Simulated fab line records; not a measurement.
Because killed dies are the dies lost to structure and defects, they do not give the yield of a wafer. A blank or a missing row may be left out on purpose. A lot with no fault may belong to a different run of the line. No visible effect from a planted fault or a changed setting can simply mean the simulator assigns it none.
fab line records ; flow sky130
[record] lots = 6; wafers = 18; lastDay = 49
route steps=708 shown VT_ADJUST_LVTN@116 VT_ADJUST_NCORE@119 VT_ADJUST_HVTR@131 PAD_OPEN@708
lots untouched by any fault: they come from a run of this same line in which no faults occurred
startH: start of the lot's first displayed wafer, in hours after the record's first day ; waitH: hours elapsed since this lot's preceding step ; " unchanged from the row above ; L1.1+2: one row covering several wafers at once ; - no value present, or no start provided ; * or withheld: withheld ; < > ~ a bound
route shown NAME@n: NAME is a module with steps in the file, n the number in the route of the first one ; usual: mean/standard deviation taken from wafers without a fault ; same: alike in all rows ; chamber/n: place in a boat ; sites: readings site by site ; _std_site: standard deviation across them ; _edge_site: the outer-site mean with the inner-site mean subtracted ; radiusMm: for every site, how far away it sits from the centre of the wafer ; mask NAME#n: copy n ; behind: tool/chamber where the wafer was last shaped ; hold: cause of the lot's hold/its duration in hours/its outcome ; device: the transistor (n, p or np) that didn't switch ; end of line: the route-end tests of the same wafers ; for a step that has no rows: nothing shown but its recipe ; killed: count of dies lost to structure and defects at first sort (not the wafer's yield) ; map: a wafer's dies, x killed, . not, _ none there
set.NAME: setting as actually run; set.NAME@STEP: the setting as run at that earlier step ; model.NAME: the simulator's own value behind a step, which no gauge read
a table for each step, a row for each wafer; lots at some steps of the route
services: the hour from which a tool's chamber was out of use, counted from the record's first day as startH (under 0 if before that day), plus the number of hours and why
[[steps]]
[step SKY_VT_ADJUST_LVTN_IMPLANT_19]
[recipe] species = B; energyKev = 30; doseCm2 = 6.5e+11; tiltDeg = withheld
[step SKY_VT_ADJUST_LVTN_STRIP_20]
[recipe] chemistry = O2/N2; powerW = 1400; pressureMtorr = 1500; platenTempC = withheld; o2FlowSccm = 3000; n2FlowSccm = 300; overashFraction = 0.5
[usual] drypumpMotorCurrentA = 5.8/0.39; oesProductAu = 0.715/0.0045; stripTimeToEndpointS = 14.18/0.042
lot.wafer;tool;chamber;startH;waitH;drypumpMotorCurrentA;oesProductAu;rfHoursCounterH;stripTimeToEndpointS
L493.1;plasmaAsher-01;0;237.07;0.1;6.1;0.718;42;14.15
L493.3;plasmaAsher-01;0;237.07;0.1;6.1;0.717;-;14.12
L493.4;plasmaAsher-01;1;237.07;0.1;5.2;0.711;-;14.13
L495.1;plasmaAsher-04;1;253.25;0.1;5.7;0.715;57;14.24
L495.3;plasmaAsher-04;1;253.25;0.1;5.8;0.715;-;14.26
L495.6;plasmaAsher-04;1;253.25;0.1;5.8;0.719;-;14.23
L496.2;plasmaAsher-01;1;253.85;0.1;5.2;0.713;44;14.26
L496.5;plasmaAsher-01;0;253.85;0.1;6.2;0.718;-;14.22
L496.6;plasmaAsher-01;1;253.85;0.1;5.2;0.719;-;14.22
L497.1;plasmaAsher-01;1;263.22;0.1;5.2;0.717;45;14.14
L497.5;plasmaAsher-01;0;263.22;0.1;6.1;0.715;-;14.19
L497.6;plasmaAsher-01;1;263.22;0.1;5.2;0.713;-;14.18
L498.2;plasmaAsher-01;0;265.77;0.1;6.1;0.706;45;14.20
L498.3;plasmaAsher-01;1;265.77;0.1;5.2;0.715;-;14.22
L498.5;plasmaAsher-01;0;265.77;0.1;6.1;0.716;-;14.18
L499.1;plasmaAsher-03;1;273.55;0.1;6.3;0.714;16;14.20
L499.4;plasmaAsher-03;0;273.55;0.1;5.2;0.712;-;14.24
L499.5;plasmaAsher-03;0;273.55;0.1;5.2;0.717;-;14.21
[step SKY_VT_ADJUST_LVTN_TW_MEAS_21]
[usual] VT_ADJUST_LVTN_2_TW = 189.1/1.4
lot.wafer;tool;chamber;startH;waitH;VT_ADJUST_LVTN_2_TW
L493.1;filmMetro-01;-;237.17;0.1;188.4
L493.3;filmMetro-01;-;237.17;0.1;186.3
L493.4;filmMetro-01;-;237.17;0.1;188.6
L495.1;filmMetro-02;-;253.35;0.1;188.8
L495.3;filmMetro-02;-;253.35;0.1;187.5
L495.6;filmMetro-02;-;253.35;0.1;187.8
L496.2;filmMetro-01;-;253.96;0.1;186.7
L496.5;filmMetro-01;-;253.96;0.1;186.8
L496.6;filmMetro-01;-;253.96;0.1;186.1
L497.1;filmMetro-03;-;263.32;0.1;190.9
L497.5;filmMetro-03;-;263.32;0.1;189.8
L497.6;filmMetro-03;-;263.32;0.1;190.5
L498.2;filmMetro-03;-;265.88;0.1;190.3
L498.3;filmMetro-03;-;265.88;0.1;190.2
L498.5;filmMetro-03;-;265.88;0.1;189.6
L499.1;filmMetro-03;-;273.65;0.1;190.8
L499.4;filmMetro-03;-;273.65;0.1;190.1
L499.5;filmMetro-03;-;273.65;0.1;190.7
[step SKY_VT_ADJUST_NCORE_DEHYDRATE_00]
[recipe] tempC = 200; timeS = 60
[step SKY_VT_ADJUST_NCORE_HMDS_01]
[recipe] primeTimeS = 60; primeTempC = 120
[step SKY_VT_ADJUST_NCORE_COAT_02]
[recipe] resist = NOVOLAK; spinRpm = 3000; resistThkNm = 1140
[step SKY_VT_ADJUST_NCORE_SOFTBAKE_03]
[recipe] tempC = 90; timeS = 60; resist = NOVOLAK
[step SKY_VT_ADJUST_NCORE_EXPOSE_04]
[recipe] maskId = LVTN_COMPLEMENT_THIN; na = 0.6; sourceShape = conventional; sigmaOuter = 0.6; polarization = unpolarized; targetCdNm = 380; doseMj = 139
[step SKY_VT_ADJUST_NCORE_PEB_05]
[recipe] tempC = withheld; timeS = *; resist = NOVOLAK
[step SKY_VT_ADJUST_NCORE_DEVELOP_06]
[recipe] resist = NOVOLAK; developer = TMAH; developTimeS = 60; devTempC = 23
[step SKY_VT_ADJUST_NCORE_CD_MEAS_07]
[recipe] targetCdNm = 380
[usual] cdNm = 380.3/3
lot.wafer;tool;chamber;startH;waitH;cdNm
L493.1;cdSem-02;-;259.82;0.1;381.8
L493.3;cdSem-02;-;259.82;0.1;381.3
L493.4;cdSem-02;-;259.82;0.1;380.8
L495.1;cdSem-02;-;275.96;0.1;376.7
L495.3;cdSem-02;-;275.96;0.1;376.5
L495.6;cdSem-02;-;275.96;0.1;377.4
L496.2;cdSem-02;-;278.08;0.1;385.7
L496.5;cdSem-02;-;278.08;0.1;386.3
L496.6;cdSem-02;-;278.08;0.1;384.3
L497.1;cdSem-01;-;287.06;0.1;382.3
L497.5;cdSem-01;-;287.06;0.1;382.5
L497.6;cdSem-01;-;287.06;0.1;382.0
L498.2;cdSem-01;-;290.74;0.1;380.9
L498.3;cdSem-01;-;290.74;0.1;382.1
L498.5;cdSem-01;-;290.74;0.1;380.5
L499.1;cdSem-02;-;298.56;0.1;375.3
L499.4;cdSem-02;-;298.56;0.1;374.7
L499.5;cdSem-02;-;298.56;0.1;374.6
[step SKY_VT_ADJUST_NCORE_OVL_MEAS_08]
[usual] VT_ADJUST_NCORE_OVL = 0.8/1.4
lot.wafer;tool;chamber;startH;waitH;VT_ADJUST_NCORE_OVL[nm]
L493.1;overlay-01;-;259.94;0.1;1.4
L493.3;overlay-01;-;259.94;0.1;1.6
L493.4;overlay-01;-;259.94;0.1;1.3
L495.1;overlay-02;-;276.08;0.1;3.0
L495.3;overlay-02;-;276.08;0.1;2.3
L495.6;overlay-02;-;276.08;0.1;1.8
L496.2;overlay-02;-;278.20;0.1;0.1
L496.5;overlay-02;-;278.20;0.1;2.3
L496.6;overlay-02;-;278.20;0.1;-1.2
L497.1;overlay-02;-;287.18;0.1;-1.6
L497.5;overlay-02;-;287.18;0.1;-1.6
L497.6;overlay-02;-;287.18;0.1;-0.9
L498.2;overlay-01;-;290.84;0.1;-0.2
L498.3;overlay-01;-;290.84;0.1;0.5
L498.5;overlay-01;-;290.84;0.1;-3.3
L499.1;overlay-01;-;298.68;0.1;1.4
L499.4;overlay-01;-;298.68;0.1;1.7
L499.5;overlay-01;-;298.68;0.1;-0.8
[step SKY_VT_ADJUST_NCORE_IMPLANT_09]
[recipe] species = B; energyKev = 10; doseCm2 = 2.4e+12; tiltDeg = withheld
[usual] beamOnS = 10.01/0.19; faradayCurrentUA = 13.53/0.26
lot.wafer;tool;chamber;startH;waitH;beamOnS;faradayCurrentUA
L493.1;implanter-03;0;259.97;0.0;10.27;13.24
L493.3;implanter-03;0;259.97;0.0;10.07;13.45
L493.4;implanter-03;0;259.97;0.0;9.81;13.76
L495.1;implanter-03;0;276.12;0.0;9.72;13.92
L495.3;implanter-03;0;276.12;0.0;9.91;13.67
L495.6;implanter-03;0;276.12;0.0;10.12;13.46
L496.2;implanter-03;0;278.25;0.0;12.60;10.72
L496.5;implanter-03;0;278.25;0.0;12.37;10.94
L496.6;implanter-03;0;278.25;0.0;11.97;11.32
L497.1;implanter-03;0;287.22;0.0;12.14;11.12
L497.5;implanter-03;0;287.22;0.0;12.58;10.79
L497.6;implanter-03;0;287.22;0.0;12.01;11.25
L498.2;implanter-04;0;290.90;0.0;10.24;13.23
L498.3;implanter-04;0;290.90;0.0;10.04;13.45
L498.5;implanter-04;0;290.90;0.0;10.27;13.18
L499.1;implanter-02;0;298.71;0.0;10.19;13.23
L499.4;implanter-02;0;298.71;0.0;10.04;13.48
L499.5;implanter-02;0;298.71;0.0;10.22;13.23
[step SKY_VT_ADJUST_NCORE_STRIP_10]
[recipe] chemistry = O2/N2; powerW = 1400; pressureMtorr = 1500; platenTempC = withheld; o2FlowSccm = 3000; n2FlowSccm = 300; overashFraction = 0.5
[usual] drypumpMotorCurrentA = 5.7/0.55; oesProductAu = 0.716/0.0045; stripTimeToEndpointS = 14.19/0.041
lot.wafer;tool;chamber;startH;waitH;drypumpMotorCurrentA;oesProductAu;rfHoursCounterH;stripTimeToEndpointS
L493.1;plasmaAsher-01;1;260.12;0.1;5.2;0.721;45;14.22
L493.3;plasmaAsher-01;0;260.12;0.1;6.1;0.717;-;14.20
L493.4;plasmaAsher-01;1;260.12;0.1;5.2;0.719;-;14.22
L495.1;plasmaAsher-03;0;276.27;0.1;5.2;0.713;17;14.12
L495.3;plasmaAsher-03;0;276.27;0.1;5.2;0.723;-;14.17
L495.6;plasmaAsher-03;0;276.27;0.1;5.2;0.712;-;14.15
L496.2;plasmaAsher-03;0;278.38;0.1;5.2;0.715;17;14.17
L496.5;plasmaAsher-03;1;278.38;0.1;6.3;0.713;-;14.17
L496.6;plasmaAsher-03;0;278.38;0.1;5.2;0.713;-;14.17
L497.1;plasmaAsher-02;0;287.37;0.1;5.1;0.714;57;14.20
L497.5;plasmaAsher-02;0;287.37;0.1;5.1;0.720;-;14.21
L497.6;plasmaAsher-02;1;287.37;0.1;6.4;0.708;-;14.16
L498.2;plasmaAsher-03;1;291.02;0.1;6.3;0.717;18;14.25
L498.3;plasmaAsher-03;1;291.02;0.1;6.3;0.708;-;14.22
L498.5;plasmaAsher-03;0;291.02;0.1;5.2;0.720;-;14.23
L499.1;plasmaAsher-03;0;298.86;0.1;5.2;0.718;19;14.20
L499.4;plasmaAsher-03;1;298.86;0.1;6.3;0.711;-;14.19
L499.5;plasmaAsher-03;0;298.86;0.1;5.2;0.713;-;14.27
[step SKY_VT_ADJUST_NCORE_TW_MEAS_11]
[usual] VT_ADJUST_NCORE_TW = 218.4/1.8
lot.wafer;tool;chamber;startH;waitH;VT_ADJUST_NCORE_TW
L493.1;filmMetro-02;-;260.22;0.1;219.6
L493.3;filmMetro-02;-;260.22;0.1;219.5
L493.4;filmMetro-02;-;260.22;0.1;219.6
L495.1;filmMetro-04;-;276.37;0.1;215.6
L495.3;filmMetro-04;-;276.37;0.1;216.4
L495.6;filmMetro-04;-;276.37;0.1;215.6
L496.2;filmMetro-01;-;278.49;0.1;231.4
L496.5;filmMetro-01;-;278.49;0.1;231.5
L496.6;filmMetro-01;-;278.49;0.1;231.1
L497.1;filmMetro-02;-;287.47;0.1;232.9
L497.5;filmMetro-02;-;287.47;0.1;234.4
L497.6;filmMetro-02;-;287.47;0.1;234.4
L498.2;filmMetro-04;-;291.13;0.1;216.3
L498.3;filmMetro-04;-;291.13;0.1;215.7
L498.5;filmMetro-04;-;291.13;0.1;216.0
L499.1;filmMetro-02;-;298.96;0.1;220.7
L499.4;filmMetro-02;-;298.96;0.1;220.0
L499.5;filmMetro-02;-;298.96;0.1;219.8
[step SKY_VT_ADJUST_HVTR_DEHYDRATE_00]
[recipe] tempC = 200; timeS = 60
[step SKY_PAD_OPEN_PROBE_99]
[usual] killed_at_M0_to_M3 = 42/6.8; killed_at_M4_up = 3.2/1.8; killedAtContacts = 25/5.4; killedAtFrontEnd = 15/4.5; killedAtOther = 0.3/0.56; killedDies = 85/9.7; killedOpen = 46/7.1; killedShort = 39/6.5
[same] grossDies = 492; killedAtBackSide = 0
lot.wafer;tool;chamber;startH;waitH;killed_at_M0_to_M3;killed_at_M4_up;killedAtContacts;killedAtFrontEnd;killedAtOther;killedDies;killedOpen;killedShort;model.etest.nfet_16v.rOnOhmUm;model.etest.pfet_16v.rOnOhmUm;model.etest.pfetG5v0d10v5.rOnOhmUm;model.etest.tipP.rsOhmSq;model.etest.pfet_01v8.rOnOhmUm;model.etest.resPwellUnderGate.rsOhmSq;model.etest.nfetG5v0d10v5.rOnOhmUm;model.etest.tip_p_5v.rsOhmSq
L493.1;prober-02;-;1141.89;0.1;51;4;14;19;0;88;52;36;1.405e+04;1.506e+04;4744;6793;2896;2269;1894;2869
L493.3;prober-02;-;1141.99;0.2;51;2;27;15;1;96;61;34;1.402e+04;1.484e+04;4736;6779;2827;2274;1874;2862
L493.4;prober-02;-;1142.04;0.2;38;6;30;12;0;86;49;37;1.393e+04;1.49e+04;4647;6818;2824;2283;1883;2848
L495.1;prober-01;-;1168.16;0.1;41;3;31;21;0;96;48;47;1.408e+04;1.504e+04;4716;6943;2827;2279;1857;2860
L495.3;prober-01;-;1168.26;0.2;52;4;25;20;0;101;56;45;1.388e+04;1.497e+04;4732;6942;2910;2268;1864;2855
L495.6;prober-01;-;1168.41;0.2;40;1;25;27;0;93;55;37;1.386e+04;1.491e+04;4656;6928;2838;2285;1847;2847
L496.2;prober-01;-;1169.88;0.1;40;3;20;14;0;77;40;37;1.518e+04;1.451e+04;4386;6759;2786;2220;1930;2763
L496.5;prober-01;-;1170.03;0.2;33;4;29;16;0;82;45;37;1.534e+04;1.475e+04;4434;6766;2838;2196;1950;2795
L496.6;prober-01;-;1170.08;0.2;35;1;37;12;0;85;47;38;1.53e+04;1.446e+04;4428;6783;2846;2221;1929;2792
L497.1;prober-01;-;1170.98;0.1;43;1;19;11;0;74;43;31;1.484e+04;1.45e+04;4454;6793;2748;2203;1925;2842
L497.5;prober-01;-;1171.18;0.2;40;4;20;21;0;85;49;36;1.481e+04;1.465e+04;4438;6703;2805;2219;1931;2825
L497.6;prober-01;-;1171.23;0.2;37;6;19;15;0;77;40;37;1.498e+04;1.444e+04;4484;6758;2786;2210;1945;2841
L498.2;prober-01;-;1171.58;0.1;39;8;30;17;0;94;46;46;1.426e+04;1.556e+04;4770;6781;2895;2318;1886;2829
L498.3;prober-01;-;1171.63;0.2;54;3;23;16;0;96;52;43;1.433e+04;1.537e+04;4722;6770;2912;2301;1884;2835
L498.5;prober-01;-;1171.73;0.2;54;5;33;13;0;105;70;35;1.432e+04;1.524e+04;4724;6766;2869;2306;1878;2839
L499.1;prober-01;-;1172.93;0.1;45;3;33;10;0;91;55;36;1.442e+04;1.482e+04;4760;6869;2950;2269;1886;2859
L499.4;prober-01;-;1173.08;0.2;51;3;31;20;1;106;49;57;1.427e+04;1.49e+04;4723;6901;2914;2284;1871;2826
L499.5;prober-01;-;1173.13;0.2;40;4;31;11;0;86;49;37;1.432e+04;1.487e+04;4816;6960;2930;2291;1884;2824
// killed by level:class
L493.1 VIA3:geometricParticle:open=12 VIA1:geometricParticle:open=9 CONTACT:geometricParticle:open=8 VIA1:geometricParticle:short=7 VIA2:geometricParticle:open=7 FIELD_ISO:geometricParticle:open=5 POLY_GATE:geometricParticle:short=5 METAL3:geometricParticle:short=4
L493.3 VIA1:geometricParticle:open=14 CONTACT:geometricParticle:open=12 LI_CONTACT:geometricParticle:open=9 VIA2:geometricParticle:open=9 VIA1:geometricParticle:short=6 VIA3:geometricParticle:short=6 POLY_GATE:geometricParticle:open=5 POLY_GATE:geometricParticle:short=5
L493.4 CONTACT:geometricParticle:open=11 VIA2:geometricParticle:open=7 VIA1:geometricParticle:open=7 LI_CONTACT:geometricParticle:open=6 VIA1:geometricParticle:short=6 CONTACT:geometricParticle:short=5 VIA3:geometricParticle:open=5 LI_CONTACT:geometricParticle:short=4
L495.1 METAL1:geometricParticle:short=10 VIA2:geometricParticle:open=9 CONTACT:geometricParticle:open=8 LI_CONTACT:geometricParticle:open=8 LI_CONTACT:geometricParticle:short=8 FIELD_ISO:geometricParticle:open=6 FIELD_ISO:geometricParticle:short=5 POLY_GATE:geometricParticle:open=5
L495.3 VIA1:geometricParticle:open=16 CONTACT:geometricParticle:open=8 METAL2:geometricParticle:short=8 VIA3:geometricParticle:open=6 VIA2:geometricParticle:open=6 LI_CONTACT:geometricParticle:short=5 LI_CONTACT:geometricParticle:open=5 METAL1:geometricParticle:short=5
L495.6 CONTACT:geometricParticle:open=10 VIA1:geometricParticle:open=10 VIA2:geometricParticle:open=10 POLY_GATE:geometricParticle:open=8 POLY_GATE:geometricParticle:short=6 METAL2:geometricParticle:short=6 FIELD_ISO:geometricParticle:open=5 LI_CONTACT:geometricParticle:open=5
L496.2 VIA1:geometricParticle:open=13 CONTACT:geometricParticle:open=9 FIELD_ISO:geometricParticle:short=5 VIA2:geometricParticle:open=5 LI_CONTACT:geometricParticle:open=5 METAL1:geometricParticle:short=5 VIA1:geometricParticle:short=5 POLY_GATE:geometricParticle:short=4
L496.5 VIA1:geometricParticle:open=13 LI_CONTACT:geometricParticle:open=8 CONTACT:geometricParticle:open=7 FIELD_ISO:geometricParticle:short=6 LI_CONTACT:geometricParticle:short=5 CONTACT:geometricParticle:short=5 METAL1:geometricParticle:short=5 POLY_GATE:geometricParticle:open=4
L496.6 CONTACT:geometricParticle:open=15 VIA1:geometricParticle:open=10 LI_CONTACT:geometricParticle:open=7 LI_CONTACT:geometricParticle:short=6 METAL1:geometricParticle:short=6 METAL3:geometricParticle:short=4 LOCAL_INTERCONNECT:geometricParticle:short=4 CONTACT:geometricParticle:short=4
L497.1 VIA1:geometricParticle:open=12 CONTACT:geometricParticle:open=6 VIA3:geometricParticle:open=6 CONTACT:geometricParticle:short=6 VIA2:geometricParticle:open=6 LI_CONTACT:geometricParticle:open=5 METAL1:geometricParticle:short=5 VIA1:geometricParticle:short=4
L497.5 VIA2:geometricParticle:open=11 POLY_GATE:geometricParticle:open=7 LI_CONTACT:geometricParticle:open=7 VIA1:geometricParticle:open=6 METAL1:geometricParticle:short=6 VIA3:geometricParticle:open=6 FIELD_ISO:geometricParticle:short=5 LOCAL_INTERCONNECT:geometricParticle:short=5
L497.6 VIA3:geometricParticle:open=8 CONTACT:geometricParticle:short=6 CONTACT:geometricParticle:open=6 VIA2:geometricParticle:open=6 POLY_GATE:geometricParticle:short=5 FIELD_ISO:geometricParticle:short=4 LI_CONTACT:geometricParticle:open=4 METAL4:geometricParticle:short=4
L498.2 VIA1:geometricParticle:open=10 CONTACT:geometricParticle:open=9 FIELD_ISO:geometricParticle:open=7 LI_CONTACT:geometricParticle:open=7 CONTACT:geometricParticle:short=6 METAL4:geometricParticle:short=5 LOCAL_INTERCONNECT:geometricParticle:short=5 METAL1:geometricParticle:short=5
L498.3 CONTACT:geometricParticle:open=9 LI_CONTACT:geometricParticle:open=8 VIA3:geometricParticle:open=8 VIA1:geometricParticle:open=8 FIELD_ISO:geometricParticle:short=7 METAL1:geometricParticle:short=6 VIA1:geometricParticle:short=5 METAL2:geometricParticle:open=5
L498.5 VIA1:geometricParticle:open=19 CONTACT:geometricParticle:open=16 VIA3:geometricParticle:open=11 LI_CONTACT:geometricParticle:open=10 FIELD_ISO:geometricParticle:open=4 POLY_GATE:geometricParticle:short=4 CONTACT:geometricParticle:short=4 VIA1:geometricParticle:short=4
L499.1 CONTACT:geometricParticle:open=15 METAL2:geometricParticle:short=10 VIA2:geometricParticle:open=9 LI_CONTACT:geometricParticle:open=7 VIA1:geometricParticle:open=6 METAL1:geometricParticle:short=6 CONTACT:geometricParticle:short=5 POLY_GATE:geometricParticle:open=4
L499.4 CONTACT:geometricParticle:open=12 METAL2:geometricParticle:short=11 VIA3:geometricParticle:open=8 VIA3:geometricParticle:short=8 LI_CONTACT:geometricParticle:open=7 FIELD_ISO:geometricParticle:short=6 VIA1:geometricParticle:short=6 POLY_GATE:geometricParticle:short=5
L499.5 CONTACT:geometricParticle:open=11 LI_CONTACT:geometricParticle:open=8 VIA3:geometricParticle:open=8 VIA2:geometricParticle:open=7 LOCAL_INTERCONNECT:geometricParticle:short=6 VIA1:geometricParticle:open=6 METAL2:geometricParticle:short=5 VIA1:geometricParticle:short=4
[[services]]
tool;chamber;startH;hours;kind
plasmaAsher-01;-;226.73;4.3;pm
implanter-03;-;231.05;3.2;repair
plasmaAsher-04;-;241.92;9.0;repair
plasmaAsher-02;-;262.18;0.8;repair
plasmaAsher-01;-;274.47;4.6;repair
implanter-04;-;284.62;2.9;repair
plasmaAsher-01;-;291.46;4.9;repair
[[key]]
[firstSign] step = SKY_VT_ADJUST_NCORE_IMPLANT_09; reading = beamOnS; direction = up; sigmas = 12; usual = 10.01; struck = 12.28
[effect] step = SKY_VT_ADJUST_NCORE_IMPLANT_09; reading = faradayCurrentUA; direction = down; sigmas = 9.8; usual = 13.53; struck = 11.02
[effect] step = SKY_VT_ADJUST_NCORE_TW_MEAS_11; reading = VT_ADJUST_NCORE_TW; direction = up; sigmas = 8.1; usual = 218.4; struck = 232.6
[modelEffect] step = SKY_PAD_OPEN_PROBE_99; value = etest.nfet_16v.rOnOhmUm; without = 1.398e+04; struck = 1.507e+04
metAt SKY_VT_ADJUST_NCORE_IMPLANT_09
struckWafers L496.2,L496.5,L496.6,L497.1,L497.5,L497.6
testerLeftOut L496,L497
onsetBetween 276.12 278.25
[fault] kind = processParameterDrift; tool = implanter-03; chamber = -; onsetH = 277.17; steps = SKY_VT_ADJUST_NCORE_IMPLANT_09; channel = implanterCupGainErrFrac; offset = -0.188; shape = step; endH = 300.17
// testerLeftOut: of these lots the tester's yield and bins aren't shown, on N5 and GAA mostly nor the transistor test; their killed dies are dies lost to structure and defects alone, not to doping, threshold or leakage, so they don't give the yield
